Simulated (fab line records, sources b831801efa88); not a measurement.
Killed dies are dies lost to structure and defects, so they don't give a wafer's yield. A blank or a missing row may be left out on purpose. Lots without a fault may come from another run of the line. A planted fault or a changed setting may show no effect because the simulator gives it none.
Split-lot experiment | flow sfq_line | 5 lots, 23 wafers read, on a route of 325 steps

THE SPLIT
At SFQ_TRILAYER_L0_CAP_PECVD_011 (deposits SiO2 from SiH4/N2O, time 13.333 s, target thk 60 nm), the setting time_s was moved away from the recipe's 13.333 s on 8 of the 23 wafers read, by -12.0% to -6.5%. The other wafers ran this setting at the recipe's value.

FROM THE SPLIT TO THE READING: what the file shows between them, 3 steps
- SFQ_TRILAYER_L0_VIA_LITHO_PEB_016: peb time 60 s (also split here: peb_temp_c)
- SFQ_TRILAYER_L0_VIA_LITHO_DEVELOP_015: time 60 s
- SFQ_TRILAYER_L0_VIA_BARC_OPEN_VIA_ETCH_021: etches BARC in O2, target depth 125 nm, time 41.7 s

THE READING
oes_product_au, in a.u., at SFQ_TRILAYER_L0_VIA_ETCH_VIA_ETCH_016 (etches SiO2 in CHF3, stops on MoNx KI, target depth 80 nm). Fault-free wafers of this fab line usually give 0.844 a.u., standard deviation 0.0071 a.u..

wafer  | tool, chamber at the split | time_s as run, s | against the recipe | oes_product_au, a.u. | against lot-mates on the recipe
L075.1 | pecvd-04, 2                | 13.333           | recipe             | 0.845                | -
L075.2 | pecvd-04, 1                | 11.86            | -11.0%             | 0.783                | -0.061
L075.3 | pecvd-04, 0                | 11.86            | -11.0%             | 0.795                | -0.049
L075.5 | pecvd-04, 1                | 13.333           | recipe             | 0.844                | -
L075.6 | pecvd-04, 2                | 11.86            | -11.0%             | 0.803                | -0.041
L077.1 | pecvd-02, 1                | 13.333           | recipe             | 0.840                | -
L077.3 | pecvd-02, 0                | 13.333           | recipe             | 0.829                | -
L077.4 | pecvd-02, 1                | 13.333           | recipe             | 0.833                | -
L077.5 | pecvd-02, 0                | 12.47            | -6.5%              | 0.808                | -0.026
L077.6 | pecvd-02, 2                | 12.47            | -6.5%              | 0.815                | -0.019
L078.1 | pecvd-02, 2                | 13.333           | recipe             | 0.833                | -
L078.5 | pecvd-02, 0                | 13.333           | recipe             | 0.847                | -
L078.6 | pecvd-02, 1                | 13.333           | recipe             | 0.841                | -
L079.2 | pecvd-01, 0                | 13.333           | recipe             | 0.852                | -
L079.3 | pecvd-01, 2                | 11.73            | -12.0%             | 0.790                | -0.057
L079.4 | pecvd-01, 1                | 11.73            | -12.0%             | 0.788                | -0.059
L079.5 | pecvd-01, 2                | 13.333           | recipe             | 0.843                | -
L079.6 | pecvd-01, 0                | 11.73            | -12.0%             | 0.799                | -0.048
L080.1 | pecvd-04, 0                | 13.333           | recipe             | 0.838                | -
L080.2 | pecvd-04, 1                | 13.333           | recipe             | 0.850                | -
L080.3 | pecvd-04, 2                | 13.333           | recipe             | 0.846                | -
L080.4 | pecvd-04, 0                | 13.333           | recipe             | 0.845                | -
L080.5 | pecvd-04, 1                | 13.333           | recipe             | 0.846                | -

THE FIT
A straight line over all 23 wafers: oes_product_au changes by +0.00428 a.u. for each +1% of time_s; r = +0.96; the points scatter about the line by 0.0066 a.u..
The same after taking each lot's own level away (the mean of its wafers on the recipe; 23 wafers): +0.00452 a.u. for each +1%; r = +0.97; scatter 0.0056 a.u..
On that fit, the largest move of time_s shifts the reading by 0.054 a.u..
The lots' own levels span 0.8340 to 0.8475 a.u., that is 1.9 times the standard deviation above.
So the lot-to-lot level changes the slope little: the two slopes agree.
Check: with one of the wafers moved furthest among these (-12.0%) left out of the fit, the line predicts -0.0533 a.u. for it against its lot-mates. It came out at -0.0575 a.u. against them.

OTHER SPLITS ON THESE WAFERS
These wafers also went through other splits before the reading. Each is held against what the fit with the lots' levels taken away leaves over:
other split on the same wafers               | wafers away from the commonest value | r with oes_product_au (lot level and that fit taken away)
SFQ_TRILAYER_L0_LITHO_COAT_005 spin_rpm      | 7                                    | -0.08
SFQ_TRILAYER_L0_LITHO_PEB_008 peb_time_s     | 8                                    | +0.06
SFQ_TRILAYER_L0_VIA_LITHO_PEB_016 peb_temp_c | 10                                   | -0.15

THE WHOLE CHAIN: every reading that the file lists as answering this split, in the file's order
step                                  | what it does                                                        | reading                                                                                   | change (the file's fit)                   | r (the file's)
SFQ_TRILAYER_L0_CAP_PECVD_011         | deposits SiO2 from SiH4/N2O, time 13.333 s, target thk 60 nm        | SiO2_of_TRILAYER_L0_CAP_PECVD_011.thk_nm (the simulator's own value, which no gauge read) | +0.602 nm for each +1% of the setting     | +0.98
SFQ_TRILAYER_L0_VIA_ETCH_VIA_ETCH_016 | etches SiO2 in CHF3, stops on MoNx KI, target depth 80 nm           | oes_product_au                                                                            | +0.00445 a.u. for each +1% of the setting | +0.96
SFQ_TRILAYER_L0_VIA_ETCH_VIA_ETCH_016 | etches SiO2 in CHF3, stops on MoNx KI, target depth 80 nm           | L0V.feature_depth_nm (the simulator's own value, which no gauge read)                     | +0.602 nm for each +1% of the setting     | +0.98
SFQ_TRILAYER_M0_ETCH_METAL_ETCH_024   | etches Nb in Cl2/Ar, stops on SiO2, target depth 240 nm, time 120 s | SiO2_of_TRILAYER_L0_CAP_PECVD_011.thk_nm (the simulator's own value, which no gauge read) | +0.606 nm for each +1% of the setting     | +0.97

THE FILE'S OWN FIT
oes_product_au changes by +0.00445 a.u. for each +1% of time_s, r = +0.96.
